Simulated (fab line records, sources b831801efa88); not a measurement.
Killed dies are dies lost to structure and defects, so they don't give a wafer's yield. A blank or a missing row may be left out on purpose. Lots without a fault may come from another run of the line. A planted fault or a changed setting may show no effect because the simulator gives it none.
fab line records | flow sky130 | part 1 of 2: steps 1 to 27 of 37
record lots=5 wafers=15 last_day=50
route steps=708 shown NWELL@62 PWDE@84 VT_ADJUST_HVTP@85 VT_ADJUST_LVTN@97
lots that met no fault: from a run of the same line without faults
start_h: hours from the record's first day to the start of the lot's first wafer shown | wait_h: hours since the lot's step before | " the same as in the row above | L1.1+2: a row that stands for several wafers | - no value, or no start given | * or withheld: withheld | < > ~ a bound
route shown NAME@n: a module of which the file shows steps, and the number in the route of the first | usual: mean/standard deviation of fault-free wafers | same: alike in all rows | chamber/n: place in a boat | sites: the reading at each site | _std_site: their standard deviation | _edge_site: outer sites' mean less inner sites' | radius_mm: how far each site lies from the wafer's centre | mask NAME#n: copy n | behind: the tool/chamber that last shaped the wafer | hold: why the lot was held/for how many hours/how that ended | device: the transistor (n, p or np) that didn't switch | end of line: the same wafers' tests at the end of the route | a step without rows: its recipe alone | killed: dies lost to structure and defects at the first sort, not the wafer's yield | map: a wafer's dies, x killed, . not, _ none there
set.NAME: the setting as run; set.NAME@STEP: as run at that earlier step | model.NAME: the simulator's own value behind a step, which no gauge read
lots at some steps of the route; a table a step, a row a wafer
services: from which hour (start_h, from the record's first day; less than 0 if before it) a tool's chamber was out of use, for how many hours, and why
## steps
# step SKY_NWELL_DEVELOP_09
# recipe wall_angle_deg=90 developer=TMAH develop_time_s=60 dev_temp_c=23
# usual chill_plate_temp_C=23.00/0.12
# columns lot.wafer tool chamber start_h wait_h chill_plate_temp_C
L075.3 litho_track-02 0 - - 23.01
L075.4 " 0 " " 23.08
L075.6 " 0 " " 23.00
L081.2 litho_track-02 0 - - 22.90
L081.3 " 0 " " 23.10
L081.5 " 0 " " 22.86
L086.1 litho_track-03 0 - - 22.93
L086.2 " 0 " " 22.98
L086.5 " 0 " " 22.98
L089.2 litho_track-02 0 - - 22.75
L089.3 " 0 " " 22.91
L089.5 " 0 " " 22.90
L096.1 litho_track-02 0 - - 23.12
L096.2 " 0 " " 23.07
L096.6 " 0 " " 23.06
# step SKY_NWELL_OVL_MEAS_10
# usual NWELL_00_OVL=0.5/1.1
# columns lot.wafer tool chamber start_h wait_h NWELL_00_OVL[nm]
L075.3 overlay-02 - 96.57 - -1.7
L075.4 " - " " -0.5
L075.6 " - " " 0.2
L081.2 overlay-01 - 127.62 - -0.4
L081.3 " - " " -2.8
L081.5 " - " " -1.0
L086.1 overlay-01 - 156.15 - -0.8
L086.2 " - " " 0.0
L086.5 " - " " -1.7
L089.2 overlay-02 - 177.12 - -0.2
L089.3 " - " " -1.0
L089.5 " - " " -0.7
L096.1 overlay-01 - 224.61 - -0.9
L096.2 " - " " 2.3
L096.6 " - " " 0.2
# step SKY_NWELL_IMPLANT_11
# recipe species=P energy_kev=400 dose_cm2=1.9e+13 tilt_deg=withheld
# columns lot.wafer tool chamber start_h wait_h
L075.3+4+6 implanter-03 0 96.65 0.1
L081.2+3+5 implanter-04 0 127.67 0.0
L086.1+2+5 implanter-04 0 156.19 0.0
L089.2+3+5 implanter-02 0 177.17 0.0
L096.1+2+6 implanter-04 0 224.65 0.0
# step SKY_NWELL_IMPLANT_12
# recipe species=P energy_kev=120 dose_cm2=1.3e+12 tilt_deg=withheld
# columns lot.wafer tool chamber start_h wait_h
L075.3+4+6 implanter-03 0 96.80 0.1
L081.2+3+5 implanter-04 0 127.82 0.1
L086.1+2+5 implanter-04 0 156.34 0.1
L089.2+3+5 implanter-02 0 177.32 0.1
L096.1+2+6 implanter-04 0 224.80 0.1
# step SKY_NWELL_IMPLANT_13
# recipe species=P energy_kev=50 dose_cm2=7e+11 tilt_deg=withheld
# columns lot.wafer tool chamber start_h wait_h
L075.3+4+6 implanter-03 0 96.95 0.1
L081.2+3+5 implanter-04 0 127.97 0.1
L086.1+2+5 implanter-04 0 156.49 0.1
L089.2+3+5 implanter-02 0 177.47 0.1
L096.1+2+6 implanter-04 0 224.95 0.1
# step SKY_NWELL_STRIP_14
# recipe chemistry=O2/N2 power_w=1400 pressure_mtorr=1500 platen_temp_c=withheld o2_flow_sccm=3000 n2_flow_sccm=300 overash_fraction=0.5
# usual chamber_pressure_mTorr=1500.0/1.4 drypump_motor_current_A=5.60/0.27 oes_product_au=0.724/0.0044 strip_time_to_endpoint_s=36.91/0.1
# same overash_fraction=0.5
# columns lot.wafer tool chamber start_h wait_h chamber_pressure_mTorr drypump_motor_current_A oes_product_au rf_hours_counter_h strip_time_to_endpoint_s
L075.3 plasma_asher-02 1 97.08 0.1 1501.0 5.51 0.718 - 36.82
L075.4 " 0 " " 1500.3 5.65 0.719 - 36.88
L075.6 " 1 " " 1501.5 5.50 0.719 - 36.92
L081.2 plasma_asher-04 1 128.10 0.1 1501.1 5.80 0.721 33 36.86
L081.3 " 0 " " 1499.7 6.22 0.724 - 36.85
L081.5 " 1 " " 1500.5 5.80 0.725 - 36.83
L086.1 plasma_asher-03 0 156.64 0.1 1497.8 5.13 0.723 43 36.92
L086.2 " 1 " " 1499.2 5.72 0.729 43 36.89
L086.5 " 0 " " 1498.6 5.16 0.724 - 36.90
L089.2 plasma_asher-02 1 177.60 0.1 1499.3 5.50 0.724 6 36.92
L089.3 " 1 " " 1501.1 5.48 0.719 - 36.90
L089.5 " 0 " " 1501.7 5.65 0.727 - 36.94
L096.1 plasma_asher-02 0 225.10 0.1 1500.6 5.62 0.720 10 37.06
L096.2 " 1 " " 1502.0 5.49 0.723 10 37.02
L096.6 " 1 " " 1500.6 5.49 0.724 - 37.17
# step SKY_NWELL_TW_MEAS_15
# usual NWELL_TW=1833/10
# columns lot.wafer tool chamber start_h wait_h NWELL_TW
L075.3 film_metro-03 - 97.17 0.1 1828
L075.4 " - " " 1823
L075.6 " - " " 1826
L081.2 film_metro-03 - 128.21 0.1 1832
L081.3 " - " " 1834
L081.5 " - " " 1831
L086.1 film_metro-04 - 156.74 0.1 1827
L086.2 " - " " 1828
L086.5 " - " " 1831
L089.2 film_metro-03 - 177.71 0.1 1834
L089.3 " - " " 1822
L089.5 " - " " 1826
L096.1 film_metro-03 - 225.20 0.1 1835
L096.2 " - " " 1840
L096.6 " - " " 1829
# step SKY_NWELL_DEHYDRATE_16
# recipe temp_c=200 time_s=60
# usual chill_plate_temp_C=22.97/0.11
# columns lot.wafer tool chamber start_h wait_h chill_plate_temp_C
L075.3 litho_track-02 0 105.86 8.7 22.90
L075.4 " 0 " " 22.90
L075.6 " 0 " " 23.03
L081.2 litho_track-01 0 136.46 8.2 23.08
L081.3 " 0 " " 23.05
L081.5 " 0 " " 22.96
L086.1 litho_track-01 0 165.73 9.0 23.09
L086.2 " 0 " " 23.15
L086.5 " 0 " " 22.94
L089.2 litho_track-03 0 186.88 9.2 22.99
L089.3 " 0 " " 22.89
L089.5 " 0 " " 22.92
L096.1 litho_track-03 0 236.40 11.2 22.97
L096.2 " 0 " " 23.08
L096.6 " 0 " " 23.13
# step SKY_NWELL_HMDS_17
# recipe prime_time_s=60 prime_temp_c=120
# usual chill_plate_temp_C=23.01/0.1
# same prime_time_s=60
# columns lot.wafer tool chamber start_h wait_h chill_plate_temp_C
L075.3 litho_track-02 0 106.01 0.1 23.04
L075.4 " 0 " " 23.12
L075.6 " 0 " " 23.02
L081.2 litho_track-01 0 136.61 0.1 22.96
L081.3 " 0 " " 23.17
L081.5 " 0 " " 23.07
L086.1 litho_track-01 0 165.88 0.1 23.05
L086.2 " 0 " " 22.97
L086.5 " 0 " " 23.13
L089.2 litho_track-03 0 187.03 0.1 23.10
L089.3 " 0 " " 22.96
L089.5 " 0 " " 22.81
L096.1 litho_track-03 0 236.55 0.1 22.95
L096.2 " 0 " " 22.81
L096.6 " 0 " " 22.89
# step SKY_NWELL_COAT_18
# recipe spin_rpm=2000 resist_thk_nm=3000
# usual chill_plate_temp_C=23.03/0.1
# columns lot.wafer tool chamber start_h wait_h chill_plate_temp_C
L075.3 litho_track-02 0 106.16 0.1 23.23
L075.4 " 0 " " 23.12
L075.6 " 0 " " 23.25
L081.2 litho_track-01 0 136.76 0.1 23.16
L081.3 " 0 " " 22.86
L081.5 " 0 " " 23.03
L086.1 litho_track-01 0 166.03 0.1 22.98
L086.2 " 0 " " 23.01
L086.5 " 0 " " 23.05
L089.2 litho_track-03 0 187.18 0.1 22.85
L089.3 " 0 " " 22.96
L089.5 " 0 " " 22.87
L096.1 litho_track-03 0 236.70 0.1 23.14
L096.2 " 0 " " 23.20
L096.6 " 0 " " 23.15
# step SKY_NWELL_SOFTBAKE_19
# recipe temp_c=110 time_s=withheld
# usual chill_plate_temp_C=23.00/0.11
# columns lot.wafer tool chamber start_h wait_h chill_plate_temp_C
L075.3 litho_track-02 0 106.33 0.1 22.89
L075.4 " 0 " " 22.97
L075.6 " 0 " " 22.97
L081.2 litho_track-01 0 136.92 0.1 23.04
L081.3 " 0 " " 23.06
L081.5 " 0 " " 23.03
L086.1 litho_track-01 0 166.18 0.1 23.03
L086.2 " 0 " " 22.99
L086.5 " 0 " " 22.99
L089.2 litho_track-03 0 187.33 0.1 23.05
L089.3 " 0 " " 22.87
L089.5 " 0 " " 22.85
L096.1 litho_track-03 0 236.85 0.1 22.93
L096.2 " 0 " " 22.88
L096.6 " 0 " " 22.82
# step SKY_NWELL_EXPOSE_20
# recipe mask_id=NWM_COMPLEMENT na=0.6 source_shape=conventional sigma_outer=0.6 polarization=unpolarized target_cd_nm=840 dose_mj=260
# columns lot.wafer tool chamber start_h wait_h mask
L075.3+4+6 iline_stepper-02 0 - - NWM_COMPLEMENT#0
L081.2+3+5 iline_stepper-02 0 - - NWM_COMPLEMENT#0
L086.1+2+5 iline_stepper-02 0 - - NWM_COMPLEMENT#0
L089.2+3+5 iline_stepper-01 0 - - NWM_COMPLEMENT#0
L096.1+2+6 iline_stepper-01 0 - - NWM_COMPLEMENT#0
# step SKY_NWELL_PEB_21
# recipe temp_c=115 time_s=withheld
# usual chill_plate_temp_C=23.02/0.12
# columns lot.wafer tool chamber start_h wait_h chill_plate_temp_C
L075.3 litho_track-03 0 - - 23.13
L075.4 " 0 " " 23.05
L075.6 " 0 " " 23.13
L081.2 litho_track-01 0 - - 23.12
L081.3 " 0 " " 23.25
L081.5 " 0 " " 23.12
L086.1 litho_track-01 0 - - 22.94
L086.2 " 0 " " 22.97
L086.5 " 0 " " 22.86
L089.2 litho_track-03 0 - - 23.18
L089.3 " 0 " " 23.10
L089.5 " 0 " " 23.08
L096.1 litho_track-03 0 - - 22.84
L096.2 " 0 " " 22.94
L096.6 " 0 " " 22.94
# step SKY_NWELL_DEVELOP_22
# recipe wall_angle_deg=90 developer=TMAH develop_time_s=60 dev_temp_c=23
# usual chill_plate_temp_C=23.00/0.13
# columns lot.wafer tool chamber start_h wait_h chill_plate_temp_C
L075.3 litho_track-03 0 - - 23.03
L075.4 " 0 " " 23.11
L075.6 " 0 " " 23.06
L081.2 litho_track-01 0 - - 22.81
L081.3 " 0 " " 23.11
L081.5 " 0 " " 22.95
L086.1 litho_track-01 0 - - 22.75
L086.2 " 0 " " 23.00
L086.5 " 0 " " 22.84
L089.2 litho_track-03 0 - - 23.01
L089.3 " 0 " " 22.83
L089.5 " 0 " " 23.12
L096.1 litho_track-03 0 - - 23.03
L096.2 " 0 " " 22.91
L096.6 " 0 " " 22.83
# step SKY_NWELL_OVL_MEAS_23
# usual NWELL_01_OVL=-0.3/1.3
# columns lot.wafer tool chamber start_h wait_h NWELL_01_OVL[nm]
L075.3 overlay-01 - 116.16 - -0.7
L075.4 " - " " 0.7
L075.6 " - " " -1.6
L081.2 overlay-01 - 147.29 - -0.7
L081.3 " - " " -2.8
L081.5 " - " " 0.3
L086.1 overlay-01 - 176.93 - -1.8
L086.2 " - " " -1.4
L086.5 " - " " 0.1
L089.2 overlay-02 - 198.31 - -0.5
L089.3 " - " " 0.1
L089.5 " - " " -0.6
L096.1 overlay-02 - 248.65 - 1.3
L096.2 " - " " -0.2
L096.6 " - " " 0.6
# step SKY_NWELL_IMPLANT_24
# recipe species=B energy_kev=140 dose_cm2=9.139e+12 tilt_deg=withheld
# columns lot.wafer tool chamber start_h wait_h
L075.3+4+6 implanter-03 0 116.24 0.1
L081.2+3+5 implanter-04 0 147.35 0.0
L086.1+2+5 implanter-03 0 176.97 0.0
L089.2+3+5 implanter-02 0 198.36 0.0
L096.1+2+6 implanter-04 0 248.69 0.0
# step SKY_NWELL_STRIP_25
# recipe chemistry=O2/N2 power_w=1400 pressure_mtorr=1500 platen_temp_c=withheld o2_flow_sccm=3000 n2_flow_sccm=300 overash_fraction=0.5
# usual chamber_pressure_mTorr=1499.9/1.3 drypump_motor_current_A=5.7/0.35 oes_product_au=0.722/0.0044 strip_time_to_endpoint_s=36.95/0.099
# same overash_fraction=0.5
# columns lot.wafer tool chamber start_h wait_h chamber_pressure_mTorr drypump_motor_current_A oes_product_au rf_hours_counter_h strip_time_to_endpoint_s
L075.3 plasma_asher-04 1 116.37 0.1 1500.4 5.8 0.724 - 37.03
L075.4 " 0 " " 1496.9 6.2 0.724 - 36.92
L075.6 " 1 " " 1500.1 5.8 0.714 - 37.02
L081.2 plasma_asher-03 1 147.47 0.1 1500.3 5.7 0.713 42 36.99
L081.3 " 1 " " 1499.5 5.8 0.714 - 36.97
L081.5 " 0 " " 1499.7 5.1 0.723 - 36.98
L086.1 plasma_asher-04 1 177.12 0.1 1499.3 5.8 0.715 38 37.08
L086.2 " 0 " " 1497.7 6.2 0.723 38 36.97
L086.5 " 1 " " 1500.5 5.8 0.718 - 37.05
L089.2 plasma_asher-04 0 198.49 0.1 1499.1 6.2 0.722 40 36.88
L089.3 " 1 " " 1499.3 5.8 0.717 - 36.89
L089.5 " 1 " " 1499.7 5.8 0.724 - 36.90
L096.1 plasma_asher-04 0 248.84 0.1 1500.3 6.2 0.723 45 37.05
L096.2 " 1 " " 1499.7 5.8 0.723 45 36.96
L096.6 " 0 " " 1498.7 6.2 0.724 - 37.00
# step SKY_NWELL_TW_MEAS_26
# usual NWELL_2_TW=499.0/2.6
# columns lot.wafer tool chamber start_h wait_h NWELL_2_TW
L075.3 film_metro-04 - 116.46 0.1 498.4
L075.4 " - " " 497.1
L075.6 " - " " 498.8
L081.2 film_metro-03 - 147.58 0.1 494.7
L081.3 " - " " 499.1
L081.5 " - " " 495.8
L086.1 film_metro-01 - 177.22 0.1 504.2
L086.2 " - " " 503.1
L086.5 " - " " 501.4
L089.2 film_metro-01 - 198.60 0.1 504.7
L089.3 " - " " 503.7
L089.5 " - " " 504.4
L096.1 film_metro-03 - 248.94 0.1 499.0
L096.2 " - " " 498.6
L096.6 " - " " 498.5
# step SKY_NWELL_CLEAN_27
# recipe chemistry=SC1/SC2 mix=1:4:20 temp_c=70 time_s=150 dry=n2_spin
# columns lot.wafer tool chamber start_h wait_h
L075.3+4+6 wet_bench-01 1 116.50 0.0
L081.2+3+5 wet_bench-01 0 147.63 0.0
L086.1+2+5 wet_bench-03 0 177.28 0.1
L089.2+3+5 wet_bench-04 0 198.65 0.0
L096.1+2+6 wet_bench-03 0 249.00 0.1
# step SKY_NWELL_RTA_28
# recipe temp_c=1050 time_s=30 idle_temp_c=650 ramp_up_c_per_s=150 ramp_down_c_per_s=90 ambient=N2
# usual chamber_o2_ppm=2.005/0.022 lamp_power_pct=25.30/0.051 wafer_temp_C_max=1054.8/0.93
# columns lot.wafer tool chamber start_h wait_h chamber_o2_ppm lamp_power_pct wafer_temp_C_max
L075.3 rtp_anneal-02 0 116.59 0.0 1.984 25.32 1056.2
L075.4 " 0 " " 2.046 25.31 1054.8
L075.6 " 0 " " 2.040 25.28 1053.6
L081.2 rtp_anneal-01 0 147.70 0.0 2.004 25.28 1054.1
L081.3 " 0 " " 1.996 25.21 1054.1
L081.5 " 0 " " 1.982 25.37 1055.7
L086.1 rtp_anneal-01 0 177.33 0.0 1.997 25.27 1054.2
L086.2 " 0 " " 2.034 25.26 1054.4
L086.5 " 0 " " 1.967 25.37 1055.1
L089.2 rtp_anneal-01 0 198.71 0.0 2.010 25.37 1055.4
L089.3 " 0 " " 2.047 25.26 1054.4
L089.5 " 0 " " 1.992 25.39 1054.3
L096.1 rtp_anneal-02 0 249.05 0.0 1.964 25.32 1055.0
L096.2 " 0 " " 1.982 25.36 1054.7
L096.6 " 0 " " 1.987 25.25 1054.0
# step SKY_NWELL_RS_MEAS_29
# recipe thk_meas_gauge=four-point-probe
# usual NWELL_RS=625.2/1.8
# columns lot.wafer tool chamber start_h wait_h NWELL_RS[ohm/sq]
L075.3 film_metro-01 - 116.69 0.1 624.3
L075.4 " - " " 625.6
L075.6 " - " " 627.5
L081.2 film_metro-04 - 147.80 0.1 624.1
L081.3 " - " " 623.7
L081.5 " - " " 623.7
L086.1 film_metro-01 - 177.43 0.1 626.0
L086.2 " - " " 625.1
L086.5 " - " " 624.5
L089.2 film_metro-03 - 198.82 0.1 624.9
L089.3 " - " " 626.2
L089.5 " - " " 626.0
L096.1 film_metro-03 - 249.15 0.1 624.0
L096.2 " - " " 625.0
L096.6 " - " " 625.1
# step SKY_NWELL_RS_MEAS_31
# recipe thk_meas_gauge=four-point-probe
# usual PWDE_RS=5282/20
# columns lot.wafer tool chamber start_h wait_h PWDE_RS[ohm/sq]
L075.3 film_metro-01 - 116.93 0.1 5277
L075.4 " - " " 5259
L075.6 " - " " 5278
L081.2 film_metro-04 - 148.04 0.1 5289
L081.3 " - " " 5281
L081.5 " - " " 5290
L086.1 film_metro-01 - 177.67 0.1 5303
L086.2 " - " " 5286
L086.5 " - " " 5275
L089.2 film_metro-03 - 199.06 0.1 5334
L089.3 " - " " 5311
L089.5 " - " " 5321
L096.1 film_metro-03 - 249.39 0.1 5300
L096.2 " - " " 5287
L096.6 " - " " 5297
# step SKY_VT_ADJUST_HVTP_DEHYDRATE_00
# recipe temp_c=200 time_s=60
# usual chill_plate_temp_C=23.02/0.11
# columns lot.wafer tool chamber start_h wait_h chill_plate_temp_C
L075.3 litho_track-01 0 125.88 8.9 22.96
L075.4 " 0 " " 23.00
L075.6 " 0 " " 22.86
L081.2 litho_track-03 0 157.23 9.2 23.18
L081.3 " 0 " " 23.14
L081.5 " 0 " " 23.25
L086.1 litho_track-04 0 187.12 9.4 22.82
L086.2 " 0 " " 23.05
L086.5 " 0 " " 22.99
L089.2 litho_track-01 0 209.46 10.4 23.03
L089.3 " 0 " " 23.10
L089.5 " 0 " " 23.15
L096.1 litho_track-04 0 260.12 10.7 23.08
L096.2 " 0 " " 23.22
L096.6 " 0 " " 23.19
# step SKY_VT_ADJUST_HVTP_HMDS_01
# recipe prime_time_s=60 prime_temp_c=120
# usual chill_plate_temp_C=22.99/0.12
# same prime_time_s=60
# columns lot.wafer tool chamber start_h wait_h chill_plate_temp_C
L075.3 litho_track-01 0 126.03 0.1 22.93
L075.4 " 0 " " 22.98
L075.6 " 0 " " 22.92
L081.2 litho_track-03 0 157.38 0.1 22.85
L081.3 " 0 " " 22.88
L081.5 " 0 " " 22.96
L086.1 litho_track-04 0 187.27 0.1 22.88
L086.2 " 0 " " 22.99
L086.5 " 0 " " 23.02
L089.2 litho_track-01 0 209.61 0.1 23.14
L089.3 " 0 " " 23.18
L089.5 " 0 " " 23.17
L096.1 litho_track-04 0 260.27 0.1 23.18
L096.2 " 0 " " 23.22
L096.6 " 0 " " 23.07
# step SKY_VT_ADJUST_HVTP_COAT_02
# recipe resist=NOVOLAK spin_rpm=3000 resist_thk_nm=1140
# usual chill_plate_temp_C=23.00/0.12
# columns lot.wafer tool chamber start_h wait_h chill_plate_temp_C
L075.3 litho_track-01 0 126.18 0.1 23.28
L075.4 " 0 " " 23.20
L075.6 " 0 " " 23.14
L081.2 litho_track-03 0 157.53 0.1 22.98
L081.3 " 0 " " 23.03
L081.5 " 0 " " 23.08
L086.1 litho_track-04 0 187.42 0.1 22.97
L086.2 " 0 " " 23.23
L086.5 " 0 " " 23.07
L089.2 litho_track-01 0 209.76 0.1 22.91
L089.3 " 0 " " 23.02
L089.5 " 0 " " 22.99
L096.1 litho_track-04 0 260.42 0.1 22.92
L096.2 " 0 " " 22.91
L096.6 " 0 " " 23.06
# step SKY_VT_ADJUST_HVTP_SOFTBAKE_03
# recipe temp_c=90 time_s=60 resist=NOVOLAK
# usual chill_plate_temp_C=23.00/0.1
# columns lot.wafer tool chamber start_h wait_h chill_plate_temp_C
L075.3 litho_track-01 0 126.33 0.1 22.76
L075.4 " 0 " " 22.91
L075.6 " 0 " " 22.89
L081.2 litho_track-03 0 157.68 0.1 23.23
L081.3 " 0 " " 23.05
L081.5 " 0 " " 22.85
L086.1 litho_track-04 0 187.57 0.1 23.13
L086.2 " 0 " " 23.04
L086.5 " 0 " " 22.99
L089.2 litho_track-01 0 209.91 0.1 22.98
L089.3 " 0 " " 22.87
L089.5 " 0 " " 22.96
L096.1 litho_track-04 0 260.57 0.1 23.12
L096.2 " 0 " " 23.04
L096.6 " 0 " " 22.98
# step SKY_VT_ADJUST_HVTP_EXPOSE_04
# recipe mask_id=HVTPM na=0.6 source_shape=conventional sigma_outer=0.6 polarization=unpolarized target_cd_nm=380 dose_mj=140
# columns lot.wafer tool chamber start_h wait_h mask
L075.3+4+6 iline_stepper-01 0 - - HVTPM#0
L081.2+3+5 iline_stepper-02 0 - - HVTPM#0
L086.1+2+5 iline_stepper-02 0 - - HVTPM#0
L089.2+3+5 iline_stepper-02 0 - - HVTPM#0
L096.1+2+6 iline_stepper-01 0 - - HVTPM#0
